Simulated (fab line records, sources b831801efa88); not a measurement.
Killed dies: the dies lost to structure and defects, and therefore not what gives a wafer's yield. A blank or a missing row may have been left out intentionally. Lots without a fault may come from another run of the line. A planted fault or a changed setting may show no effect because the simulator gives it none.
Which tool did it? | flow gf180mcu | 21 wafers from 7 lots sampled at 3 of the route's 602 steps

== WHAT THE GAUGES SHOWED, per wafer ==
GF_TOP_METAL_RS_MEAS_05: measures by four-point-probe.
lot  | measured     | on            | TOP_METAL_ALCU_RS (ohm/sq)
L629 | day 28 14:29 | film metro-02 | 0.0327 0.0324 0.0323
L632 | day 29 19:39 | film metro-01 | 0.0339 0.0339 0.0335
L634 | day 30 03:39 | film metro-01 | 0.0332 0.0334 0.0327
L637 | day 30 23:21 | film metro-03 | 0.0329 0.0322 0.0326
L639 | day 31 13:32 | film metro-03 | 0.0319 0.0324 0.0320
L642 | day 32 05:23 | film metro-02 | 0.0328 0.0331 0.0328
L648 | day 33 15:52 | film metro-03 | 0.0319 0.0322 0.0321

== EACH LOT AND THE TOOL THAT RAN IT (in order: tool; ch and the chambers of the sampled wafers; start) ==
lot  | GF_DUAL_GATE_CLEAN_14           | GF_V5_ETCH_16
L629 | wet bench-04 ch 2, day 9 09:29  | rie diel-03 ch 2,3, day 28 12:52
L632 | wet bench-02 ch 0, day 10 07:38 | rie diel-03 ch 0,1,2, day 29 17:55
L634 | wet bench-04 ch 3, day 10 20:21 | rie diel-02 ch 0,1,3, day 30 02:01
L637 | wet bench-04 ch 1, day 11 16:32 | rie diel-02 ch 0,2, day 30 21:43
L639 | wet bench-04 ch 1, day 12 06:32 | rie diel-01 ch 1,2,3, day 31 11:49
L642 | wet bench-02 ch 2, day 13 02:29 | rie diel-01 ch 2,3, day 32 03:46
L648 | wet bench-04 ch 1, day 14 21:06 | rie diel-03 ch 0,2,3, day 33 14:11
- GF_DUAL_GATE_CLEAN_14: cleans in SC1/SC2, time 150 s.
- GF_V5_ETCH_16: etches BARC in N2/H2.

== THE ANSWER, worked out from the rows above alone ==
Rule: the usual values come from the lots themselves. The widest of any qualifying gaps counts: lots, ordered by their means at a reading, are off when they make up no more than a third of the lots, leave a main group of 4 or more, and stand apart from it by 3 or more times the standard deviation of that group's means. A main group whose means are all the same, to the digits that the tables above print for the reading, isn't used. Also off: a lot with no number at a reading for which 4 or more lots have one. Any other lot the step has rows for is counted as sound.
Across all readings shown, no lot is off: no conclusion can be drawn from this.

== WHAT THE SIMULATOR HAD INSERTED ==
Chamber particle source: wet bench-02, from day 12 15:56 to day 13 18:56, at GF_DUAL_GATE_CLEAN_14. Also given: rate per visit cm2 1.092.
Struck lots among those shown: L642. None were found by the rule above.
